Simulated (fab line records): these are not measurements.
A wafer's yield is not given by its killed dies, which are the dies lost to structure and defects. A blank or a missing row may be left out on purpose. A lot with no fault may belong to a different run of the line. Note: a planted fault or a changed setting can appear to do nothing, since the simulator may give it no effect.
Split-lot study / flow sky130 / route with 708 steps; 5 lots, 23 wafers read

## THE SPLIT ITSELF
At SKY_SONOS_ONO_COAT_08 (resist thk 1140 nm), the setting resist-thk-nm was moved away from the recipe's 1140 nm on 10 of the 23 wafers read, by -4.0% to +5.9%. This setting was run at the recipe's value on the other wafers.

The reading is taken at the split's own step.

## THE READING
NOVOLAK_of_SONOS_ONO_COAT_08.thk-nm (the simulator's own value, which no gauge read), in nm, at SKY_SONOS_ONO_COAT_08 (resist thk 1140 nm). The file does not state a usual value for it. The 13 wafers here that ran the recipe average 1141 nm, standard deviation 3.1 nm.

wafer=L074.1; tool, chamber at the split=litho-track-03, 0; resist-thk-nm as run, nm=1166; against the recipe=+2.3%; NOVOLAK_of_SONOS_ONO_COAT_08.thk-nm, nm=1170; against lot-mates on the recipe=+29
wafer=L074.2; tool, chamber at the split=litho-track-03, 0; resist-thk-nm as run, nm=1140; against the recipe=recipe; NOVOLAK_of_SONOS_ONO_COAT_08.thk-nm, nm=1142; against lot-mates on the recipe=-
wafer=L074.3; tool, chamber at the split=litho-track-03, 0; resist-thk-nm as run, nm=1140; against the recipe=recipe; NOVOLAK_of_SONOS_ONO_COAT_08.thk-nm, nm=1142; against lot-mates on the recipe=-
wafer=L074.4; tool, chamber at the split=litho-track-03, 0; resist-thk-nm as run, nm=1166; against the recipe=+2.3%; NOVOLAK_of_SONOS_ONO_COAT_08.thk-nm, nm=1168; against lot-mates on the recipe=+27
wafer=L074.6; tool, chamber at the split=litho-track-03, 0; resist-thk-nm as run, nm=1140; against the recipe=recipe; NOVOLAK_of_SONOS_ONO_COAT_08.thk-nm, nm=1140; against lot-mates on the recipe=-
wafer=L075.1; tool, chamber at the split=litho-track-02, 0; resist-thk-nm as run, nm=1140; against the recipe=recipe; NOVOLAK_of_SONOS_ONO_COAT_08.thk-nm, nm=1143; against lot-mates on the recipe=-
wafer=L075.2; tool, chamber at the split=litho-track-02, 0; resist-thk-nm as run, nm=1140; against the recipe=recipe; NOVOLAK_of_SONOS_ONO_COAT_08.thk-nm, nm=1144; against lot-mates on the recipe=-
wafer=L075.6; tool, chamber at the split=litho-track-02, 0; resist-thk-nm as run, nm=1140; against the recipe=recipe; NOVOLAK_of_SONOS_ONO_COAT_08.thk-nm, nm=1145; against lot-mates on the recipe=-
wafer=L077.1; tool, chamber at the split=litho-track-04, 0; resist-thk-nm as run, nm=1094; against the recipe=-4.0%; NOVOLAK_of_SONOS_ONO_COAT_08.thk-nm, nm=1101; against lot-mates on the recipe=-44
wafer=L077.2; tool, chamber at the split=litho-track-04, 0; resist-thk-nm as run, nm=1094; against the recipe=-4.0%; NOVOLAK_of_SONOS_ONO_COAT_08.thk-nm, nm=1096; against lot-mates on the recipe=-50
wafer=L077.4; tool, chamber at the split=litho-track-04, 0; resist-thk-nm as run, nm=1094; against the recipe=-4.0%; NOVOLAK_of_SONOS_ONO_COAT_08.thk-nm, nm=1097; against lot-mates on the recipe=-48
wafer=L077.5; tool, chamber at the split=litho-track-04, 0; resist-thk-nm as run, nm=1140; against the recipe=recipe; NOVOLAK_of_SONOS_ONO_COAT_08.thk-nm, nm=1147; against lot-mates on the recipe=-
wafer=L077.6; tool, chamber at the split=litho-track-04, 0; resist-thk-nm as run, nm=1140; against the recipe=recipe; NOVOLAK_of_SONOS_ONO_COAT_08.thk-nm, nm=1144; against lot-mates on the recipe=-
wafer=L079.1; tool, chamber at the split=litho-track-02, 0; resist-thk-nm as run, nm=1207; against the recipe=+5.9%; NOVOLAK_of_SONOS_ONO_COAT_08.thk-nm, nm=1207; against lot-mates on the recipe=+68
wafer=L079.5; tool, chamber at the split=litho-track-02, 0; resist-thk-nm as run, nm=1207; against the recipe=+5.9%; NOVOLAK_of_SONOS_ONO_COAT_08.thk-nm, nm=1207; against lot-mates on the recipe=+68
wafer=L079.2; tool, chamber at the split=litho-track-02, 0; resist-thk-nm as run, nm=1140; against the recipe=recipe; NOVOLAK_of_SONOS_ONO_COAT_08.thk-nm, nm=1137; against lot-mates on the recipe=-
wafer=L079.4; tool, chamber at the split=litho-track-02, 0; resist-thk-nm as run, nm=1140; against the recipe=recipe; NOVOLAK_of_SONOS_ONO_COAT_08.thk-nm, nm=1140; against lot-mates on the recipe=-
wafer=L079.6; tool, chamber at the split=litho-track-02, 0; resist-thk-nm as run, nm=1207; against the recipe=+5.9%; NOVOLAK_of_SONOS_ONO_COAT_08.thk-nm, nm=1206; against lot-mates on the recipe=+68
wafer=L083.1; tool, chamber at the split=litho-track-02, 0; resist-thk-nm as run, nm=1140; against the recipe=recipe; NOVOLAK_of_SONOS_ONO_COAT_08.thk-nm, nm=1137; against lot-mates on the recipe=-
wafer=L083.6; tool, chamber at the split=litho-track-02, 0; resist-thk-nm as run, nm=1140; against the recipe=recipe; NOVOLAK_of_SONOS_ONO_COAT_08.thk-nm, nm=1137; against lot-mates on the recipe=-
wafer=L083.2; tool, chamber at the split=litho-track-02, 0; resist-thk-nm as run, nm=1166; against the recipe=+2.3%; NOVOLAK_of_SONOS_ONO_COAT_08.thk-nm, nm=1162; against lot-mates on the recipe=+24
wafer=L083.4; tool, chamber at the split=litho-track-02, 0; resist-thk-nm as run, nm=1140; against the recipe=recipe; NOVOLAK_of_SONOS_ONO_COAT_08.thk-nm, nm=1139; against lot-mates on the recipe=-
wafer=L083.5; tool, chamber at the split=litho-track-02, 0; resist-thk-nm as run, nm=1166; against the recipe=+2.3%; NOVOLAK_of_SONOS_ONO_COAT_08.thk-nm, nm=1161; against lot-mates on the recipe=+23

FIT RESULTS
A straight line over all 23 wafers: NOVOLAK_of_SONOS_ONO_COAT_08.thk-nm changes by +10.9 nm for each +1% of resist-thk-nm; r = +0.99; the points scatter about the line by 3.2 nm.
The same after taking each lot's own level away (the mean of its wafers on the recipe; 23 wafers): +11.6 nm for each +1%; r = +1.00; scatter 1.5 nm.
According to that fit, moving resist-thk-nm by its largest amount changes the reading by 68 nm.
The span of the lots' own levels, 1137.7 to 1145.5 nm, comes to 2.5 times the standard deviation stated above.
Consequently the slope shifts little with the lot-to-lot level, the two slopes agreeing.
Check: with one of the wafers moved furthest among these (+5.9%) left out of the fit, the line predicts +68 nm for it against its lot-mates. It came out at +68.5 nm against them.

## THESE WAFERS: OTHER SPLITS
Before the reading, these wafers also passed through other splits. Each is held against what the fit with the lots' levels taken away leaves over:
other split on the same wafers=SKY_FIELD_ISO_COAT_08 resist-thk-nm; wafers away from the commonest value=10; r with NOVOLAK_of_SONOS_ONO_COAT_08.thk-nm (lot level and that fit taken away)=+0.29
other split on the same wafers=SKY_NWELL_OXIDATION_01 temp-c; wafers away from the commonest value=15; r with NOVOLAK_of_SONOS_ONO_COAT_08.thk-nm (lot level and that fit taken away)=-0.31
other split on the same wafers=SKY_NWELL_IMPLANT_11 dose-cm2; wafers away from the commonest value=9; r with NOVOLAK_of_SONOS_ONO_COAT_08.thk-nm (lot level and that fit taken away)=-0.03
other split on the same wafers=SKY_NWELL_IMPLANT_13 energy-kev; wafers away from the commonest value=10; r with NOVOLAK_of_SONOS_ONO_COAT_08.thk-nm (lot level and that fit taken away)=+0.17
other split on the same wafers=SKY_NWELL_CLEAN_27 time-s; wafers away from the commonest value=18; r with NOVOLAK_of_SONOS_ONO_COAT_08.thk-nm (lot level and that fit taken away)=+0.26
other split on the same wafers=SKY_VT_ADJUST_NCORE_COAT_02 spin-rpm; wafers away from the commonest value=6; r with NOVOLAK_of_SONOS_ONO_COAT_08.thk-nm (lot level and that fit taken away)=-0.26
other split on the same wafers=SKY_VT_ADJUST_NCORE_DEVELOP_06 develop-time-s; wafers away from the commonest value=5; r with NOVOLAK_of_SONOS_ONO_COAT_08.thk-nm (lot level and that fit taken away)=+0.23
other split on the same wafers=SKY_VT_ADJUST_PCH_IMPLANT_08 energy-kev; wafers away from the commonest value=8; r with NOVOLAK_of_SONOS_ONO_COAT_08.thk-nm (lot level and that fit taken away)=-0.33

## THE WHOLE CHAIN: every reading that the file lists as answering this split, in the file's order
step=SKY_SONOS_ONO_COAT_08; what it does=resist thk 1140 nm; reading=NOVOLAK_of_SONOS_ONO_COAT_08.thk-nm (the simulator's own value, which no gauge read); change (the file's fit)=+11.6 nm for each +1% of the setting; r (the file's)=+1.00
step=SKY_SONOS_ONO_STRIP_17; what it does=strips in O2/N2; reading=strip-time-to-endpoint-s; change (the file's fit)=withheld for each +1% of the setting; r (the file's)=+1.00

## THE FILE'S OWN FIT
NOVOLAK_of_SONOS_ONO_COAT_08.thk-nm changes by +11.6 nm for each +1% of resist-thk-nm, r = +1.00.
